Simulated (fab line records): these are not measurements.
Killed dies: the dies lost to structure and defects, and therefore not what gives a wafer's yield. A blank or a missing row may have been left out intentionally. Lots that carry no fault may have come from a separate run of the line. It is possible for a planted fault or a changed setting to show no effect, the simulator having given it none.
Comparing a struck lot with a sound one -- flow sky130 -- 16 out of 708 route steps
Sound: the wafers L697.1, L697.2, L697.6. Struck: wafers L710.4, L710.5, L710.6. At the end, the cause is stated.
Each step with rows lists, per side, the tool, then ch with its chambers, then its first start. Under that, the readings that differ: sound wafers -- struck wafers -- difference of the means -- sigmas: that difference in standard deviations of wafers without a fault.
alike: same words and numbers on both sides, and readings whose means sit less than 2 such deviations apart. not compared: any withheld reading, any reading some wafer has no value for, any bound like >300 that may hide the same value, and any number with overlapping values for which the record gives no deviation.
The two part at a step that has a row with sigmas, a row that says differs or no value, or rows on one side only. Numbers that have no deviation but don't overlap get no sigmas and don't part them. A reading missing from all wafers of one side parts the sides only when that side holds two or more wafers.

SKY_CAP2M_THK_MEAS_01:
  struck on film metro-03, day 45 17:22; sound on film metro-03, day 42 00:48
reading,sound,struck,difference,sigmas
CAP2M_CVD_00_THK (nm),15.00 15.20 14.96,15.99 15.59 15.71,+0.71,+3
SKY_CAP2M_SPUTTER_02: material TiN, target thk 200 nm, time 166.7 s.
  struck on pvd sputter-02, day 45 17:23; sound on pvd sputter-02, day 42 00:52
  alike: throttle valve pct
SKY_CAP2M_RS_MEAS_03: uses a four-point probe to measure.
  struck on film metro-03, day 45 17:34; sound on film metro-04, day 42 00:58
  alike: CAP2M_TIN_RS
SKY_CAP2M_THK_MEAS_04: measures by xrf.
  struck on film metro-03, day 45 17:39; sound on film metro-04, day 42 01:05
  alike: CAP2M_TIN_THK
then, 7 steps without rows for these wafers: SKY_CAP2M_DEHYDRATE_05 (time 60 s); SKY_CAP2M_HMDS_06 (prime time 60 s); SKY_CAP2M_COAT_07 (resist thk 1140 nm); SKY_CAP2M_SOFTBAKE_08 (time 60 s); SKY_CAP2M_EXPOSE_09 (exposes mask CAP2M, target cd 1000 nm); SKY_CAP2M_PEB_10; SKY_CAP2M_DEVELOP_11 (develop time 60 s).
SKY_CAP2M_OVL_MEAS_12:
  struck on overlay-02, day 46 13:25; sound on overlay-01, day 42 23:54
  alike: CAP2M_OVL
SKY_CAP2M_METAL_ETCH_13: etches TiN in Cl2/BCl3, stops on SiO2, target depth 220 nm, time 62.9 s.
  sound on rie metal-01 ch 0,1, day 42 23:56; struck on rie metal-01 ch 0,1, day 46 13:28
  no value came back on the struck wafers for any of 5 readings (bcl3 flow sccm (sccm), bias w (W) and others); on the sound wafers bcl3 flow sccm (sccm) reads 29.88 30.01 29.98
reading,sound,struck,difference,sigmas
model.NOVOLAK_of_CAP2M_COAT_07.thk nm (nm),991.2 989.5 986.5,1140 1140 1140,+151,
  not compared: rf hours counter h
SKY_CAP2M_STRIP_14: strips in O2/N2.
  sound on plasma asher-04 ch 0,1, day 43 00:01; struck on plasma asher-04 ch 0,1, day 46 13:32
reading,sound,struck,difference,sigmas
strip time to endpoint s (s),12.63 12.61 12.57,14.18 14.19 14.17,+1.58,+37
  alike: drypump motor current A, o2 flow sccm, oes product au
  not compared: rf hours counter h
then, 1 step without rows for these wafers: SKY_CAP2M_STRIP_15 (strips in post etch residue remover, time 1200 s).
-- the record jumps here: 4 days lie between the struck wafers' starts before and after (it left off in module CAP2M and takes up again in module PAD_OPEN, whose first step shown is number 708 of the route) --
SKY_PAD_OPEN_PROBE_99:
  struck on prober-01, day 50 15:04; sound on prober-02, day 47 16:54
reading,sound,struck,difference,sigmas
defect limited yield (%),80.7 83.3 83.5,0 0 0,-82,-49
killed at other,0 0 0,396 412 398,+402,+99 or more
killed dies,95 82 81,492 492 492,+406,+48
killed on rim,20 17 8,96 96 96,+81,+21
sort_bin_5_function (%),12.4 7.1 9.3,91.9 94.5 93.5,+83.7,+52
sort n pass,397 410 411,0 0 0,-406,-48
sort yield pct (%),80.7 83.3 83.5,0 0 0,-82,-49
  alike: killed_at_M0_to_M3, killed_at_M4_up, killed at contacts, killed at front end, killed open, killed short, sort_bin_3_pad_short, sort_bin_6_memory

## WHERE THEY PART
Earliest at SKY_CAP2M_THK_MEAS_01; latest, in this record, at SKY_PAD_OPEN_PROBE_99.

WHY: what the simulator had put in
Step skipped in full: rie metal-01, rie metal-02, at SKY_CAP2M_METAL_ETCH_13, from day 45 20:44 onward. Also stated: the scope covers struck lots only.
